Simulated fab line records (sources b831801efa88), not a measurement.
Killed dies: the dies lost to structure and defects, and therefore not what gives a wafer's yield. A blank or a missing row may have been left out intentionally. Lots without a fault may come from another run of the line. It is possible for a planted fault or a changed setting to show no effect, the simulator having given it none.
Comparing a struck lot with a sound one || flow sfqLine || 42 steps out of a route of 325
Sound: the wafers L988.2, L988.3, L988.5. Struck: wafer L989.6 (left out: L989.2, L989.5 of the same lot, which were not struck); the cause appears at the end.
For every step that has rows: the tool of each side, followed by ch and its chambers, followed by its first start. Under that, the readings that differ: sound wafers || struck wafers || difference of the means || sigmas: that difference in standard deviations of wafers without a fault.
alike: a reading whose means differ by less than 2 such deviations, as well as words and numbers matching on both sides. not compared: withheld readings; readings where some wafer has no value; bounds like >300 that might hide an equal value; numbers whose values overlap and for which the record gives no deviation.
Wherever a step has rows on one side only, a row that says differs or no value, or a row with sigmas, the two part there. Numbers that don't overlap but have no deviation are shown without sigmas and don't part them. A reading that every wafer of one side lacks parts them only if that side has two wafers or more.

first, 6 steps without rows for these wafers: SFQ_TRILAYER_M1_LITHO_COAT_044 (resist thk 62 nm); SFQ_TRILAYER_M1_LITHO_COAT_039 (resist thk 600 nm); SFQ_TRILAYER_M1_LITHO_SOFTBAKE_043; SFQ_TRILAYER_M1_LITHO_EXPOSE_040 (exposes mask M1, target cd 500 nm); SFQ_TRILAYER_M1_LITHO_PEB_042 (peb time 60 s); SFQ_TRILAYER_M1_LITHO_DEVELOP_041 (time 60 s).
SFQ_M1_OVL_MEAS_911:
  sound on overlay-02 at day 26 07:47; struck on overlay-01 at day 26 10:11
  alike: M1_OVL
then, 2 steps without rows for these wafers: SFQ_TRILAYER_M1_BARC_OPEN_METAL_ETCH_054 (etches BARC in O2, target depth 125 nm, time 41.7 s); SFQ_TRILAYER_M1_ETCH_METAL_ETCH_042 (etches Nb in Cl2/Ar, stops on SiO2, target depth 240 nm, time 120 s).
SFQ_TRILAYER_M1_STRIP_STRIP_043: strips in O2.
  sound on rieMetal-03 ch 1, day 26 08:00; struck on rieMetal-02 ch 1, day 26 10:24
  alike: drypumpMotorCurrentA, heBacksideLeakSccm, oesProductAu
  not compared: rfHoursCounterH
then, 1 step without rows for these wafers: SFQ_TRILAYER_M1_STRIP_SOLV_CLEAN_044 (cleans in NMP, time 600 s).
SFQ_TRILAYER_I1_DEP_PECVD_045: deposits SiO2 from SiH4/N2O, time 111.11 s, target thk 500 nm.
  sound on pecvd-02 ch 0,1, day 26 08:47; struck on pecvd-01 ch 0, day 26 11:11
{"reading": "heaterPowerOuterW (W)", "sound": "36 30 32", "struck": 20, "difference": -13, "sigmas": -2}
  alike: chamberPressureTorr, heaterPowerW, rfFwdPowerW, throttleValvePct
SFQ_TRILAYER_I1_CMP_CMP_046: polishes SiO2.
  sound on cmp-02 ch 0,2,3, day 26 12:28; struck on cmp-01 ch 0, day 26 16:16
{"reading": "timeToEndpointS (s)", "sound": "225 220 223", "struck": 182, "difference": -41, "sigmas": -5}
{"reading": "model.SiO2_of_TRILAYER_I1_DEP_PECVD_045.thkNm (nm)", "sound": "200.4 198.8 199", "struck": 249.1, "difference": "+49.7", "sigmas": ""}
  alike: motorCurrentA, slurryFlowMlMin
SFQ_I1_BOW_MEAS_912:
  sound on filmMetro-04 at day 26 15:29; struck on filmMetro-01 at day 26 17:17
  alike: I1_BOW
SFQ_TRILAYER_I1_METRO_MEASURE_047:
  sound on filmMetro-04 at day 26 15:47; struck on filmMetro-01 at day 26 17:35
{"reading": "thkNm (nm)", "sound": "200.2 198.9 199.1", "struck": 249.1, "difference": "+49.7", "sigmas": "+41"}
then, 6 steps without rows for these wafers: SFQ_TRILAYER_I1_VIA_LITHO_COAT_054 (resist thk 62 nm); SFQ_TRILAYER_I1_VIA_LITHO_COAT_049 (resist thk 650 nm); SFQ_TRILAYER_I1_VIA_LITHO_SOFTBAKE_053; SFQ_TRILAYER_I1_VIA_LITHO_EXPOSE_050 (exposes mask I1, target cd 500 nm); SFQ_TRILAYER_I1_VIA_LITHO_PEB_052 (peb time 60 s); SFQ_TRILAYER_I1_VIA_LITHO_DEVELOP_051 (time 60 s).
SFQ_I1_OVL_MEAS_913:
  sound on overlay-01 at day 28 04:26; struck on overlay-01 at day 28 05:38
  alike: I1_OVL
SFQ_TRILAYER_I1_VIA_BARC_OPEN_VIA_ETCH_071: etches BARC in O2, target depth 125 nm, time 41.7 s.
  sound on rieDiel-02 ch 0,2,3, day 28 04:28; struck on rieDiel-01 ch 2, day 28 05:40
  alike: drypumpMotorCurrentA, oesProductAu, rfFwdPowerW
  not compared: rfHoursCounterH
SFQ_TRILAYER_I1_VIA_ETCH_VIA_ETCH_052: etches SiO2 in CHF3, stops on Nb, target depth 260 nm.
  sound on rieDiel-02 ch 0,2,3, day 28 04:30; struck on rieDiel-01 ch 2, day 28 05:42
{"reading": "oesProductAu (a.u.)", "sound": "0.855 0.851 0.851", "struck": 0.967, "difference": "+0.115", "sigmas": "+22"}
{"reading": "model.I1.featureDepthNm (nm)", "sound": "200.4 198.8 199", "struck": 249.1, "difference": "+49.7", "sigmas": ""}
{"reading": "model.etch.depthNm (nm)", "sound": "200.4 198.8 199", "struck": 249.1, "difference": "+49.7", "sigmas": ""}
  alike: drypumpMotorCurrentA, rfFwdPowerW
then, 2 steps without rows for these wafers: SFQ_TRILAYER_I1_VIA_STRIP_STRIP_053 (strips in O2); SFQ_TRILAYER_I1_VIA_STRIP_SOLV_CLEAN_054 (cleans in NMP, time 600 s).
SFQ_TRILAYER_M2_DEP_PRE_CLEAN_056: time 22.5 s.
  sound on pvdSputter-03 at day 28 05:23; struck on pvdSputter-06 at day 28 06:35
{"reading": "model.SiO2_of_TRILAYER_I1_DEP_PECVD_045.thkNm (nm)", "sound": "192.9 191.3 191.5", "struck": 241.6, "difference": "+49.7", "sigmas": ""}
SFQ_TRILAYER_M2_DEP_SPUTTER_055: material Nb, target thk 200 nm, time 133.3 s.
  sound on pvdSputter-03 at day 28 05:25; struck on pvdSputter-06 at day 28 06:37
  alike: throttleValvePct
SFQ_M2_RS_MEAS_914: measures by four-point-probe.
  sound on filmMetro-01 at day 28 05:32; struck on filmMetro-03 at day 28 06:44
{"reading": "M2_NB_RS (ohm/sq)", "sound": "0.915 0.907 0.898", "struck": 0.869, "difference": -0.038, "sigmas": -3}
then, 6 steps without rows for these wafers: SFQ_TRILAYER_M2_LITHO_COAT_062 (resist thk 62 nm); SFQ_TRILAYER_M2_LITHO_COAT_057 (resist thk 600 nm); SFQ_TRILAYER_M2_LITHO_SOFTBAKE_061; SFQ_TRILAYER_M2_LITHO_EXPOSE_058 (exposes mask M2, target cd 500 nm); SFQ_TRILAYER_M2_LITHO_PEB_060 (peb time 60 s); SFQ_TRILAYER_M2_LITHO_DEVELOP_059 (time 60 s).
-- the record jumps here: 6 days lie between the struck wafers' starts before and after --
SFQ_M2_OVL_MEAS_916:
  sound on overlay-01 at day 34 12:50; struck on overlay-02 at day 34 15:14
  alike: M2_OVL
then, 1 step without rows for these wafers: SFQ_TRILAYER_M2_BARC_OPEN_METAL_ETCH_077 (etches BARC in O2, target depth 125 nm, time 41.7 s).
SFQ_TRILAYER_M2_ETCH_METAL_ETCH_060: etches Nb in Cl2/Ar, stops on SiO2, target depth 240 nm, time 120 s.
  sound on rieMetal-01 ch 0,1, day 34 12:56; struck on rieMetal-02 ch 0, day 34 15:20
{"reading": "rfFwdPowerW (W)", "sound": "597.4 594.6 591.7", "struck": 598.7, "difference": "+4.1", "sigmas": "+2"}
  alike: drypumpMotorCurrentA, heBacksideLeakSccm, oesProductAu
  not compared: rfHoursCounterH
then, 3 steps without rows for these wafers: SFQ_TRILAYER_M2_STRIP_STRIP_061 (strips in O2); SFQ_TRILAYER_M2_STRIP_SOLV_CLEAN_062 (cleans in NMP, time 600 s); SFQ_TRILAYER_I2_DEP_PECVD_063 (deposits SiO2 from SiH4/N2O, time 111.11 s, target thk 500 nm).
-- the record jumps here: 47 days lie between the struck wafers' starts before and after --
SFQ_M8_BOW_MEAS_951:
  sound on filmMetro-01 at day 80 12:35; struck on filmMetro-01 at day 81 14:49
  alike: M8_BOW
  not compared: model.etest.i1.linkOhm

== WHERE THEY PART ==
Earliest at SFQ_TRILAYER_I1_DEP_PECVD_045; latest, in this record, at SFQ_TRILAYER_M2_ETCH_METAL_ETCH_060. Later steps at which nothing parts them and some readings are alike: SFQ_M8_BOW_MEAS_951.

WHY: what the simulator had put in
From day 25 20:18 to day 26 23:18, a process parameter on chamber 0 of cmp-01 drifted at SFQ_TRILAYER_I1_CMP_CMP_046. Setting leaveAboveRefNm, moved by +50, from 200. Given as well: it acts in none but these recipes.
